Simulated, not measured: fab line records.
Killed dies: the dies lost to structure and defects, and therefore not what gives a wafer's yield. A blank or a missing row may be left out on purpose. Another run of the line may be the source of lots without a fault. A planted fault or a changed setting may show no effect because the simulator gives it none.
Matching of chambers ; flow gf180mcu ; GF_V3_CVD_00 on hdpcvd-01: 3 sister chambers
The step deposits SiO2, target thk 600 nm, time 100 s. 14 wafers are shown with their chamber, then 7 later ones without.

## EACH WAFER AND ITS CHAMBER
wafer;chamber;sih4_flow_sccm (sccm)
L975.3;0;59.71
L975.5;2;59.94
L975.6;0;59.92
L976.1;2;60.09
L976.4;2;60.03
L976.6;0;60.09
L978.1;0;59.98
L978.4;1;59.99
L978.6;0;59.94
L983.1;2;60.14
L983.4;2;60.09
L983.6;1;59.97
L985.1;2;60.03
L985.5;1;59.94

SIGNATURES, as means of the wafers listed above
reading;chamber 0;chamber 1;chamber 2;scatter within a chamber
sih4_flow_sccm;59.9280;59.9667;60.0533;0.0963
Rule: a wafer's distance from a chamber is the root of the sum, over the readings, of the square of ((its reading less the chamber's mean) divided by the reading's scatter). The wafer belongs to the nearest chamber; if the next one is less than 2 further off, it can't be placed. How the scatter is found: for the shown wafers, subtract from each reading the mean of its chamber, square and add these, divide the total by (wafers less chambers), then take the root.

## WAFERS WITH NO CHAMBER GIVEN
wafer;sih4_flow_sccm (sccm)
L985.6;60.05
L996.4;59.94
L996.5;59.88
L996.6;60.20
L997.2;60.28
L997.3;60.14
L997.6;59.80

## WHICH CHAMBER EACH WENT THROUGH
wafer;from the rows above;in truth
L985.6;can't be placed: 2 or 1 or 0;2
L996.4;can't be placed: 0 or 1 or 2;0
L996.5;can't be placed: 0 or 1 or 2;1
L996.6;can't be placed: 2 or 1 or 0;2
L997.2;can't be placed: 2 or 1 or 0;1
L997.3;can't be placed: 2 or 1 or 0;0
L997.6;can't be placed: 0 or 1 or 2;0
Correct placement for 0 of the 7. Not placeable from these rows: 7 (in 7, the candidates include the true chamber). Wrongly placed: 0.
